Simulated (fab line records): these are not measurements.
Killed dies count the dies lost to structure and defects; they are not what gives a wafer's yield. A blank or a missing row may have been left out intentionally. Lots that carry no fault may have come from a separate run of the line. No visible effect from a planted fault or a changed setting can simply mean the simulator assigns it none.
fab line records	flow sky130	part 1 of 2: steps 1 to 43 of 44
[record] lots = 6	wafers = 18	last_day = 49
route steps=708 shown VIA2@522 METAL3@532 CAPM@537 PAD_OPEN@708
lots that met no fault: taken from a fault-free run of the same line
start_h: start of the lot's first displayed wafer, in hours after the record's first day	wait_h: hours from the lot's prior step to this one	" same as the row above	L1.1+2: one row covering several wafers at once	- no value, or no start given	* or withheld: withheld	< > ~ a bound
route shown NAME@n: names a module that has steps shown in the file, with the first one's number in the route	usual: mean/standard deviation of fault-free wafers	same: alike in all rows	chamber/n: place in a boat	sites: per-site readings	_std_site: their standard deviation	_edge_site: the outer-site mean with the inner-site mean subtracted	radius_mm: for every site, how far away it sits from the centre of the wafer	mask NAME#n: copy n	behind: the tool/chamber that last shaped the wafer	hold: why the lot was held/for how many hours/how that ended	device: the n, p or np transistor that did not switch	end of line: at the end of the route, the tests of the same wafers	where a step has no rows: the recipe by itself	killed: at the first sort, the dies lost to defects and structure; wafer yield is something else	map: per-die view of a wafer (x killed, . not killed, _ where there is no die)
set.NAME: the run value of the setting; set.NAME@STEP: its run value at that earlier step	model.NAME: the simulator's own value behind a step, which no gauge read
lots seen at some steps along the route; tables by step, rows by wafer
services: the hour from which a tool's chamber was out of use, counted from the record's first day as start_h (under 0 if before that day), plus the number of hours and why
[[steps]]
[step SKY_VIA2_ETCH_15]
[recipe] target = SiO2	chemistry = C4F8/O2/Ar	target_depth_nm = 546	stop_on = TiN	mask_material = KrF-thick	source_w = 1500	bias_w = 1200	pressure_mtorr = 40	c4f8_flow_sccm = withheld	O2_flow_sccm = 6	Ar_flow_sccm = 300	time_s = 84
[usual] oes_product_au = 0.940/0.0047
lot.wafer	tool	chamber	start_h	wait_h	oes_product_au	rf_hours_counter_h
L809.2	rie_diel-03	2	882.23	0.0	0.942	13
L809.3	"	1	"	"	0.929	17
L809.5	"	2	"	"	0.938	-
L811.1	rie_diel-01	0	894.87	0.0	0.934	11
L811.2	"	1	"	"	0.945	5
L811.4	"	2	"	"	0.938	10
L812.2	rie_diel-02	0	907.81	0.0	0.942	16
L812.5	"	1	"	"	0.946	-
L812.6	"	0	"	"	0.938	-
L813.1	rie_diel-02	1	918.21	0.0	0.935	14
L813.3	"	2	"	"	0.939	15
L813.4	"	3	"	"	0.942	12
L820.1	rie_diel-01	2	970.13	0.0	0.941	12
L820.2	"	3	"	"	0.944	18
L820.3	"	0	"	"	0.947	13
L826.1	rie_diel-01	0	991.48	0.0	0.941	14
L826.3	"	2	"	"	0.941	13
L826.6	"	1	"	"	0.940	-
[step SKY_VIA2_STRIP_16]
[recipe] chemistry = O2/N2	power_w = 1400	pressure_mtorr = 1500	platen_temp_c = withheld	o2_flow_sccm = 3000	n2_flow_sccm = 300	overash_fraction = 0.5
[step SKY_VIA2_STRIP_17]
[recipe] chemistry = post_etch_residue_remover	time_s = 1200	temp_c = 72.5
[step SKY_VIA2_CLEAN_18]
[recipe] chemistry = IPA	time_s = 180	temp_c = 25
[step SKY_VIA2_CLEAN_19]
[recipe] chemistry = O3/DIW	dry = n2_spin
[step SKY_VIA2_SPUTTER_20]
[recipe] material = TiN	target_thk_nm = 20	chamber_pressure_pa = 5	power_w = 4000	time_s = 80
[step SKY_VIA2_CVD_21]
[recipe] material = W	target_thk_nm = 420	time_s = 126.4	temp_c = 400	pressure_torr = 40
[usual] heater_power_w = 803/37
lot.wafer	tool	chamber	start_h	wait_h	heater_power_w
L809.2	cvd_w-01	1	882.97	0.0	906
L809.3	"	0	"	"	810
L809.5	"	0	"	"	825
L811.1	cvd_w-01	0	895.58	0.0	807
L811.2	"	1	"	"	891
L811.4	"	1	"	"	888
L812.2	cvd_w-02	0	908.52	0.0	779
L812.5	"	1	"	"	802
L812.6	"	0	"	"	773
L813.1	cvd_w-01	1	918.96	0.0	801
L813.3	"	1	"	"	822
L813.4	"	0	"	"	785
L820.1	cvd_w-01	0	970.85	0.0	804
L820.2	"	1	"	"	792
L820.3	"	0	"	"	803
L826.1	cvd_w-01	0	992.19	0.0	820
L826.3	"	0	"	"	797
L826.6	"	0	"	"	806
[step SKY_VIA2_RS_MEAS_22]
[recipe] thk_meas_gauge = four-point-probe	reads = W_of_VIA2_CVD_21+TiN_of_VIA2_SPUTTER_20
[usual] VIA2_W_RS = 0.272/0.0048
lot.wafer	tool	chamber	start_h	wait_h	VIA2_W_RS[ohm/sq]
L809.2	film_metro-04	-	883.13	0.1	0.280
L809.3	"	-	"	"	0.273
L809.5	"	-	"	"	0.276
L811.1	film_metro-04	-	895.71	0.1	0.274
L811.2	"	-	"	"	0.271
L811.4	"	-	"	"	0.273
L812.2	film_metro-02	-	908.68	0.1	0.277
L812.5	"	-	"	"	0.267
L812.6	"	-	"	"	0.276
L813.1	film_metro-03	-	919.09	0.1	0.275
L813.3	"	-	"	"	0.272
L813.4	"	-	"	"	0.273
L820.1	film_metro-02	-	970.98	0.1	0.270
L820.2	"	-	"	"	0.269
L820.3	"	-	"	"	0.272
L826.1	film_metro-02	-	992.32	0.1	0.269
L826.3	"	-	"	"	0.271
L826.6	"	-	"	"	0.270
[step SKY_VIA2_THK_MEAS_23]
[recipe] thk_meas_gauge = xrf	reads = W_of_VIA2_CVD_21
[usual] VIA2_W_THK = 425/12
lot.wafer	tool	chamber	start_h	wait_h	VIA2_W_THK[nm]
L809.2	film_metro-04	-	883.24	0.1	408
L809.3	"	-	"	"	421
L809.5	"	-	"	"	415
L811.1	film_metro-04	-	895.83	0.1	421
L811.2	"	-	"	"	424
L811.4	"	-	"	"	420
L812.2	film_metro-02	-	908.79	0.1	423
L812.5	"	-	"	"	441
L812.6	"	-	"	"	425
L813.1	film_metro-03	-	919.21	0.1	408
L813.3	"	-	"	"	415
L813.4	"	-	"	"	411
L820.1	film_metro-02	-	971.10	0.1	440
L820.2	"	-	"	"	443
L820.3	"	-	"	"	441
L826.1	film_metro-02	-	992.44	0.1	440
L826.3	"	-	"	"	436
L826.6	"	-	"	"	439
[step SKY_VIA2_CMP_24]
[recipe] stop_on = SiO2	t_overpolish_s = 20	down_force_psi = 3.5	platen_rpm = 60	target_thk_nm = 0	pad_velocity_m_s = 0.94248
[step SKY_METAL3_SPUTTER_00]
[recipe] material = Ti	target_thk_nm = 15	power_w = 3000	time_s = 10	chamber_pressure_pa = 0.4
[usual] throttle_valve_pct = 30.2/1.2
lot.wafer	tool	chamber	start_h	wait_h	throttle_valve_pct
L809.2	pvd_sputter-01	-	883.59	0.1	31.6
L809.3	"	-	"	"	30.1
L809.5	"	-	"	"	30.4
L811.1	pvd_sputter-04	-	896.19	0.1	28.1
L811.2	"	-	"	"	28.1
L811.4	"	-	"	"	31.0
L812.2	pvd_sputter-04	-	909.14	0.2	28.0
L812.5	"	-	"	"	30.9
L812.6	"	-	"	"	28.2
L813.1	pvd_sputter-04	-	919.77	0.1	28.2
L813.3	"	-	"	"	30.8
L813.4	"	-	"	"	31.7
L820.1	pvd_sputter-01	-	971.46	0.2	31.6
L820.2	"	-	"	"	30.3
L820.3	"	-	"	"	30.4
L826.1	pvd_sputter-03	-	993.08	0.2	30.5
L826.3	"	-	"	"	32.4
L826.6	"	-	"	"	32.2
[step SKY_METAL3_SPUTTER_01]
[recipe] material = TiN	target_thk_nm = 20	power_w = 6500	time_s = 16.7	chamber_pressure_pa = 0.4
[step SKY_METAL3_SPUTTER_02]
[recipe] material = AlCu	target_thk_nm = 735	power_w = 10600	time_s = 39.1	chamber_pressure_pa = 0.4
[usual] throttle_valve_pct = 30.2/1.3
lot.wafer	tool	chamber	start_h	wait_h	throttle_valve_pct	model.AlCu_of_METAL3_SPUTTER_02.thk_nm
L809.2	pvd_sputter-01	-	883.63	0.0	31.5	724.2
L809.3	"	-	"	"	30.1	709.7
L809.5	"	-	"	"	30.3	724.4
L811.1	pvd_sputter-04	-	896.24	0.0	28.5	743
L811.2	"	-	"	"	28.2	741.3
L811.4	"	-	"	"	30.8	741.2
L812.2	pvd_sputter-04	-	909.18	0.0	28.1	1024
L812.5	"	-	"	"	31.0	1017
L812.6	"	-	"	"	28.2	1023
L813.1	pvd_sputter-04	-	919.82	0.0	28.2	1034
L813.3	"	-	"	"	31.0	1020
L813.4	"	-	"	"	31.6	1047
L820.1	pvd_sputter-01	-	971.51	0.0	31.5	733.5
L820.2	"	-	"	"	30.3	739.4
L820.3	"	-	"	"	30.2	728.7
L826.1	pvd_sputter-03	-	993.13	0.0	30.1	733.1
L826.3	"	-	"	"	32.3	738.6
L826.6	"	-	"	"	32.3	742.1
[step SKY_METAL3_SPUTTER_03]
[recipe] material = Ti	target_thk_nm = 5	power_w = 3000	time_s = 3.3	chamber_pressure_pa = 0.4
[usual] throttle_valve_pct = 30.2/1.2
lot.wafer	tool	chamber	start_h	wait_h	throttle_valve_pct
L809.2	pvd_sputter-01	-	883.67	0.0	31.5
L809.3	"	-	"	"	29.9
L809.5	"	-	"	"	30.4
L811.1	pvd_sputter-04	-	896.28	0.0	28.1
L811.2	"	-	"	"	27.9
L811.4	"	-	"	"	30.9
L812.2	pvd_sputter-04	-	909.22	0.0	28.0
L812.5	"	-	"	"	31.1
L812.6	"	-	"	"	28.4
L813.1	pvd_sputter-04	-	919.86	0.0	28.5
L813.3	"	-	"	"	30.5
L813.4	"	-	"	"	31.7
L820.1	pvd_sputter-01	-	971.55	0.0	31.6
L820.2	"	-	"	"	30.2
L820.3	"	-	"	"	30.6
L826.1	pvd_sputter-03	-	993.17	0.0	30.5
L826.3	"	-	"	"	32.2
L826.6	"	-	"	"	32.2
[step SKY_METAL3_SPUTTER_04]
[recipe] material = TiN	target_thk_nm = 70	power_w = 6500	time_s = 58.3	chamber_pressure_pa = 0.4
[step SKY_CAPM_CVD_00]
[recipe] material = SiO2	target_thk_nm = 15.5	temp_c = 400	time_s = withheld	rf_w = 450
[step SKY_CAPM_THK_MEAS_01]
[recipe] reads = SiO2_of_CAPM_CVD_00
[usual] CAPM_CVD_00_THK = 15.55/0.23
lot.wafer	tool	chamber	start_h	wait_h	CAPM_CVD_00_THK[nm]
L809.2	film_metro-02	-	883.77	-	15.43
L809.3	"	-	"	"	15.67
L809.5	"	-	"	"	15.81
L811.1	film_metro-01	-	896.37	-	15.11
L811.2	"	-	"	"	15.36
L811.4	"	-	"	"	15.54
L812.2	film_metro-01	-	909.32	-	15.30
L812.5	"	-	"	"	15.72
L812.6	"	-	"	"	15.76
L813.1	film_metro-02	-	919.95	-	15.21
L813.3	"	-	"	"	15.40
L813.4	"	-	"	"	15.47
L820.1	film_metro-02	-	971.64	-	15.81
L820.2	"	-	"	"	15.98
L820.3	"	-	"	"	15.34
L826.1	film_metro-01	-	993.26	-	15.66
L826.3	"	-	"	"	15.38
L826.6	"	-	"	"	15.86
[step SKY_CAPM_SPUTTER_02]
[recipe] material = TiN	target_thk_nm = 200	temp_c = 300	power_w = 6500	time_s = 166.7	chamber_pressure_pa = 0.4
[step SKY_CAPM_RS_MEAS_03]
[recipe] thk_meas_gauge = four-point-probe	reads = TiN_of_CAPM_SPUTTER_02
[usual] CAPM_TIN_RS = 6.94/0.069
lot.wafer	tool	chamber	start_h	wait_h	CAPM_TIN_RS[ohm/sq]
L809.2	film_metro-01	-	883.95	0.1	6.83
L809.3	"	-	"	"	6.92
L809.5	"	-	"	"	6.90
L811.1	film_metro-02	-	896.54	0.1	6.91
L811.2	"	-	"	"	7.00
L811.4	"	-	"	"	7.02
L812.2	film_metro-01	-	909.50	0.1	6.97
L812.5	"	-	"	"	6.91
L812.6	"	-	"	"	6.94
L813.1	film_metro-01	-	920.11	0.1	7.09
L813.3	"	-	"	"	7.10
L813.4	"	-	"	"	6.96
L820.1	film_metro-02	-	971.81	0.1	6.88
L820.2	"	-	"	"	6.87
L820.3	"	-	"	"	6.95
L826.1	film_metro-02	-	993.42	0.1	6.97
L826.3	"	-	"	"	6.94
L826.6	"	-	"	"	6.89
[step SKY_CAPM_THK_MEAS_04]
[recipe] thk_meas_gauge = xrf	reads = TiN_of_CAPM_SPUTTER_02
[usual] CAPM_TIN_THK = 197.6/2.4
lot.wafer	tool	chamber	start_h	wait_h	CAPM_TIN_THK[nm]
L809.2	film_metro-01	-	884.06	0.1	202.6
L809.3	"	-	"	"	200.8
L809.5	"	-	"	"	200.1
L811.1	film_metro-02	-	896.66	0.1	196.3
L811.2	"	-	"	"	194.9
L811.4	"	-	"	"	195.2
L812.2	film_metro-01	-	909.61	0.1	199.9
L812.5	"	-	"	"	200.5
L812.6	"	-	"	"	198.8
L813.1	film_metro-01	-	920.23	0.1	195.3
L813.3	"	-	"	"	194.3
L813.4	"	-	"	"	198.4
L820.1	film_metro-02	-	971.93	0.1	195.3
L820.2	"	-	"	"	196.7
L820.3	"	-	"	"	193.5
L826.1	film_metro-02	-	993.54	0.1	195.2
L826.3	"	-	"	"	195.9
L826.6	"	-	"	"	196.7
[step SKY_CAPM_DEHYDRATE_05]
[recipe] temp_c = 200	time_s = 60
[step SKY_CAPM_HMDS_06]
[recipe] prime_time_s = 60	prime_temp_c = 120
[step SKY_CAPM_COAT_07]
[recipe] resist = NOVOLAK	spin_rpm = 3000	resist_thk_nm = 1140
[step SKY_CAPM_SOFTBAKE_08]
[recipe] temp_c = 90	time_s = 60	resist = NOVOLAK
[step SKY_CAPM_EXPOSE_09]
[recipe] mask_id = CAPM	na = 0.6	source_shape = conventional	sigma_outer = 0.6	polarization = unpolarized	target_cd_nm = 1000	dose_mj = 159
[step SKY_CAPM_PEB_10]
[recipe] temp_c = withheld	time_s = *	resist = NOVOLAK
[step SKY_CAPM_DEVELOP_11]
[recipe] resist = NOVOLAK	developer = TMAH	develop_time_s = 60	dev_temp_c = 23
[step SKY_CAPM_OVL_MEAS_12]
[usual] CAPM_OVL = 1.8/1.4
lot.wafer	tool	chamber	start_h	wait_h	CAPM_OVL[nm]
L809.2	overlay-01	-	908.94	0.1	4.2
L809.3	"	-	"	"	2.5
L809.5	"	-	"	"	3.3
L811.1	overlay-01	-	921.32	0.1	1.5
L811.2	"	-	"	"	2.1
L811.4	"	-	"	"	3.8
L812.2	overlay-02	-	933.27	0.1	1.5
L812.5	"	-	"	"	1.7
L812.6	"	-	"	"	0.2
L813.1	overlay-02	-	945.01	1.1	-0.2
L813.3	"	-	"	"	-0.6
L813.4	"	-	"	"	1.1
L820.1	overlay-01	-	995.43	0.1	-0.1
L820.2	"	-	"	"	0.5
L820.3	"	-	"	"	1.4
L826.1	overlay-02	-	1017.03	0.1	1.4
L826.3	"	-	"	"	2.2
L826.6	"	-	"	"	1.8
[step SKY_CAPM_METAL_ETCH_13]
[recipe] target_depth_nm = 220	stop_on = SiO2	chemistry = Cl2/BCl3	target = TiN	pressure_mtorr = 10	icp_w = 900	bias_w = 48.5	Cl2_flow_sccm = 60	bcl3_flow_sccm = 30	time_s = 62.9
[step SKY_CAPM_STRIP_14]
[recipe] chemistry = O2/N2	power_w = 1400	pressure_mtorr = 1500	platen_temp_c = withheld	o2_flow_sccm = 3000	n2_flow_sccm = 300	overash_fraction = 0.5
[usual] drypump_motor_current_A = 5.56/0.2	oes_product_au = 0.710/0.0046	strip_time_to_endpoint_s = 12.64/0.044
lot.wafer	tool	chamber	start_h	wait_h	drypump_motor_current_A	oes_product_au	rf_hours_counter_h	strip_time_to_endpoint_s
L809.2	plasma_asher-03	1	909.04	0.1	5.77	0.708	108	12.70
L809.3	"	0	"	"	5.27	0.709	-	12.69
L809.5	"	0	"	"	5.25	0.700	-	12.67
L811.1	plasma_asher-03	1	921.43	0.1	5.79	0.711	109	12.55
L811.2	"	0	"	"	5.26	0.703	109	12.60
L811.4	"	1	"	"	5.77	0.712	-	12.64
L812.2	plasma_asher-01	1	933.38	0.1	5.46	0.717	82	12.58
L812.5	"	0	"	"	5.59	0.702	-	12.62
L812.6	"	1	"	"	5.47	0.705	-	12.68
L813.1	plasma_asher-01	0	945.13	0.1	5.58	0.707	84	12.66
L813.3	"	0	"	"	5.57	0.709	-	12.69
L813.4	"	1	"	"	5.45	0.710	-	12.63
L820.1	plasma_asher-03	0	995.54	0.1	5.26	0.713	116	12.52
L820.2	"	1	"	"	5.77	0.706	116	12.56
L820.3	"	0	"	"	5.27	0.712	-	12.55
L826.1	plasma_asher-01	1	1017.14	0.1	5.46	0.712	91	12.64
L826.3	"	1	"	"	5.46	0.709	-	12.62
L826.6	"	0	"	"	5.58	0.713	-	12.59
[step SKY_CAPM_STRIP_15]
[recipe] chemistry = post_etch_residue_remover	time_s = 1200	temp_c = 72.5
[step SKY_CAPM_CLEAN_16]
[recipe] chemistry = IPA	time_s = 180	temp_c = 25
[step SKY_CAPM_CLEAN_17]
[recipe] chemistry = O3/DIW	dry = n2_spin
[step SKY_METAL3_DEHYDRATE_05]
[recipe] temp_c = 200	time_s = 60
[step SKY_METAL3_HMDS_06]
[recipe] prime_time_s = 60	prime_temp_c = 120
[step SKY_METAL3_COAT_07]
[recipe] resist = BARC	temp_c = withheld	time_s = withheld	spin_rpm = 3000	resist_thk_nm = 60
[step SKY_METAL3_COAT_08]
[recipe] resist = KrF-thick	spin_rpm = 3000	resist_thk_nm = 1140
[step SKY_METAL3_SOFTBAKE_09]
[recipe] temp_c = 100	time_s = 90	resist = KrF-thick
[step SKY_METAL3_EXPOSE_10]
[recipe] mask_id = MM3	na = 0.68	source_shape = annular	sigma_inner = 0.4	sigma_outer = 0.8	target_cd_nm = 300	dose_mj = 28
[step SKY_METAL3_PEB_11]
[recipe] peb_temp_c = withheld	peb_time_s = withheld	resist = KrF-thick
[step SKY_METAL3_DEVELOP_12]
[recipe] develop_time_s = 58.12	resist = KrF-thick	dev_temp_c = 21
[step SKY_METAL3_CD_MEAS_13]
[recipe] target_cd_nm = 300
[usual] cd_nm = 299.8/1.5
lot.wafer	tool	chamber	start_h	wait_h	cd_nm
L809.2	cd_sem-02	-	934.10	-	300.4
L809.3	"	-	"	"	300.2
L809.5	"	-	"	"	300.3
L811.1	cd_sem-02	-	946.86	-	298.5
L811.2	"	-	"	"	299.4
L811.4	"	-	"	"	298.7
L812.2	cd_sem-02	-	957.73	-	299.7
L812.5	"	-	"	"	299.3
L812.6	"	-	"	"	299.4
L813.1	cd_sem-01	-	969.46	-	301.2
L813.3	"	-	"	"	303.0
L813.4	"	-	"	"	300.9
L820.1	cd_sem-02	-	1018.92	-	301.0
L820.2	"	-	"	"	301.3
L820.3	"	-	"	"	301.2
L826.1	cd_sem-01	-	1039.98	-	297.8
L826.3	"	-	"	"	296.4
L826.6	"	-	"	"	296.7
[step SKY_METAL3_METAL_ETCH_18]
[recipe] target_depth_a = 8450	stop_on = SiO2	over_etch_frac = 0.3	time_s = 183.1	chemistry = Cl2/BCl3	resist_sidewall_deg = 88	pressure_mtorr = 10	icp_w = 900	bias_w = 48.5	Cl2_flow_sccm = 60	bcl3_flow_sccm = 30
[usual] drypump_motor_current_A = 5.9/0.45	oes_product_au = 0.864/0.007	throttle_valve_pct = 22.263/0.0094
lot.wafer	tool	chamber	start_h	wait_h	drypump_motor_current_A	oes_product_au	rf_hours_counter_h	throttle_valve_pct
L809.2	rie_metal-02	0	934.39	0.0	6.5	0.861	12	22.282
L809.3	"	1	"	"	5.6	0.849	-	22.264
L809.5	"	0	"	"	6.5	0.861	-	22.254
L811.1	rie_metal-04	0	947.17	0.0	5.8	0.869	7	22.246
L811.2	"	1	"	"	5.4	0.874	12	22.251
L811.4	"	0	"	"	5.8	0.868	-	22.264
L812.2	rie_metal-01	1	958.02	0.0	5.4	1.003	13	22.257
L812.5	"	0	"	"	6.3	1.000	-	22.256
L812.6	"	1	"	"	5.4	0.995	-	22.289
L813.1	rie_metal-02	0	969.77	0.0	6.5	0.992	13	22.263
L813.3	"	0	"	"	6.5	0.994	-	22.258
L813.4	"	1	"	"	5.6	0.999	-	22.272
L820.1	rie_metal-01	0	1019.23	0.0	6.2	0.867	15	22.273
L820.2	"	1	"	"	5.3	0.869	17	22.273
L820.3	"	1	"	"	5.4	0.863	-	22.265
L826.1	rie_metal-04	1	1040.29	0.0	5.4	0.864	17	22.264
L826.3	"	0	"	"	5.9	0.860	-	22.258
L826.6	"	0	"	"	5.8	0.869	-	22.257
[[key]]
[first_sign] step = SKY_METAL3_METAL_ETCH_18	reading = oes_product_au	direction = up	sigmas = 19	usual = 0.864	struck = 0.997
[effect] step = SKY_PAD_OPEN_PROBE_99	reading = killed_at_M0_to_M3	direction = up	sigmas = 52	usual = 42	struck = 430
[model_effect] step = SKY_METAL3_SPUTTER_02	value = AlCu_of_METAL3_SPUTTER_02.thk_nm	without = 745.9	struck = 1028
[more_kills_born_at] SKY_METAL3_METAL_ETCH_18@rie_metal-02 = 1181	SKY_METAL3_METAL_ETCH_18@rie_metal-01 = 1118
met_at SKY_METAL3_SPUTTER_02
struck_wafers L812.2,L812.5,L812.6,L813.1,L813.3,L813.4
later_rows_left_out L812.2,L812.5,L812.6,L813.1,L813.3,L813.4
onset_between 896.24 909.18
also_fits SKY_VIA2_ETCH_15:rie_diel-02,SKY_METAL3_SPUTTER_00:pvd_sputter-04,SKY_METAL3_SPUTTER_03:pvd_sputter-04
[fault] kind = process_parameter_drift	tool = pvd_sputter-04	chamber = -	onset_h = 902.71	steps = SKY_METAL3_SPUTTER_02	channel = target_thk_nm	offset = 281.67	shape = step	end_h = 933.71	acts_in = these_recipes_only	stated = 735
// later_rows_left_out: the simulator's readings of these wafers behind a module that went badly wrong aren't trusted and aren't shown, but for the sort
